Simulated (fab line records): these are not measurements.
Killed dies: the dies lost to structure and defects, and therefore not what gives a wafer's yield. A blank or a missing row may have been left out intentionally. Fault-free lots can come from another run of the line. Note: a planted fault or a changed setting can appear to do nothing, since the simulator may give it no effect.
A struck lot beside a sound one	flow gf180mcu	15 out of 602 route steps
Sound: wafers L881.1, L881.2, L881.6. Struck: wafers L866.2, L866.3, L866.4. Last of all comes the cause.
Order at every step that has rows: each side's tool, ch and its chambers, its first start. Under that, the readings that differ: sound wafers	struck wafers	difference of the means	sigmas: that difference in standard deviations of wafers without a fault.
alike: words and numbers the same on both sides, and readings whose means are apart by under 2 such deviations; not compared: readings that were withheld, readings missing a value for some wafer, numbers with overlapping values and no deviation given by the record, and bounds like >300 which may hide the same value.
Wherever a step has rows on one side only, a row that says differs or no value, or a row with sigmas, the two part there. When numbers do not overlap yet have no deviation, they are printed without sigmas and do not part them. A reading that every wafer of one side lacks parts them only if that side has two wafers or more.

first, 3 steps without rows for these wafers: GF_V5_EXPOSE_11 (exposes mask Via5, target cd 260 nm); GF_V5_PEB_12 (peb time 90 s); GF_V5_DEVELOP_13 (develop time 60 s).
GF_V5_CD_MEAS_14: the cd target is 260 nm.
  sound on cd sem-02 at day 33 05:02; struck on cd sem-02 at day 29 03:49
  alike: cd nm
GF_V5_OVL_MEAS_15:
  sound on overlay-02 at day 33 05:10; struck on overlay-01 at day 29 03:55
  alike: V5_OVL
GF_V5_ETCH_16: etches BARC in N2/H2.
  sound on rie diel-02 ch 1,3, day 33 05:11; struck on rie diel-01 ch 1,2,3, day 29 03:56
  alike: drypump motor current A, h2 flow sccm, oes product au, throttle valve pct
GF_V5_ETCH_17: etches SiO2 in C4F8/O2/Ar, stops on TiN, target depth 855 nm.
  sound on rie diel-02 ch 1,3; struck on rie diel-01 ch 1,2,3
  alike: oes product au
GF_V5_STRIP_18: strips in O2/N2.
  sound on plasma asher-02 ch 0,1, day 33 05:21; struck on plasma asher-03 ch 0,1, day 29 04:06
  alike: drypump motor current A, heater power w, oes product au
  not compared: rf hours counter h
then, 2 steps without rows for these wafers: GF_V5_STRIP_19 (strips in post etch residue remover, time 1200 s); GF_V5_CLEAN_20 (cleans in DIW).
GF_V5_SPUTTER_21: material Ti, target thk 15 nm, time 80.02 s.
  sound on pvd sputter-04 at day 33 05:53; struck on pvd sputter-02 at day 29 04:38
  alike: throttle valve pct
GF_V5_SPUTTER_22: material TiN, target thk 10 nm, time 40.97 s.
  sound on pvd sputter-04 at day 33 05:56; struck on pvd sputter-02 at day 29 04:42
  alike: throttle valve pct
GF_V5_CVD_23: deposits W, target thk 350 nm, time 104.9 s.
  sound on cvd w-02 ch 0,1, day 33 05:59; struck on cvd w-02 ch 0,1, day 29 04:44
reading	sound	struck	difference	sigmas
chamber pressure Torr (Torr)	39.77 40.04 39.95	42.74 42.85 42.95	+2.93	+34
model.W_of_V5_CVD_23.thk nm (nm)	347 359.6 355.7	376.9 375 365.1	+18.2	
  alike: heater power outer w, heater power w
GF_V5_RS_MEAS_24: a four-point-probe measurement.
  sound on film metro-03 at day 33 06:05; struck on film metro-04 at day 29 04:52
reading	sound	struck	difference	sigmas
V5_W_RS (ohm/sq)	0.330 0.318 0.321	0.303 0.305 0.313	-0.016	-3
then, 1 step without rows for these wafers: GF_PASSIVATION_PROBE_99.

== WHERE THEY PART ==
First at GF_V5_CVD_23; last, within this record, at GF_V5_RS_MEAS_24.

WHY: whatever the simulator had introduced
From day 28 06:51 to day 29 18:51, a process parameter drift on cvd w-02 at GF_V5_CVD_23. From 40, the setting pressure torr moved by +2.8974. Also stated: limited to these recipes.
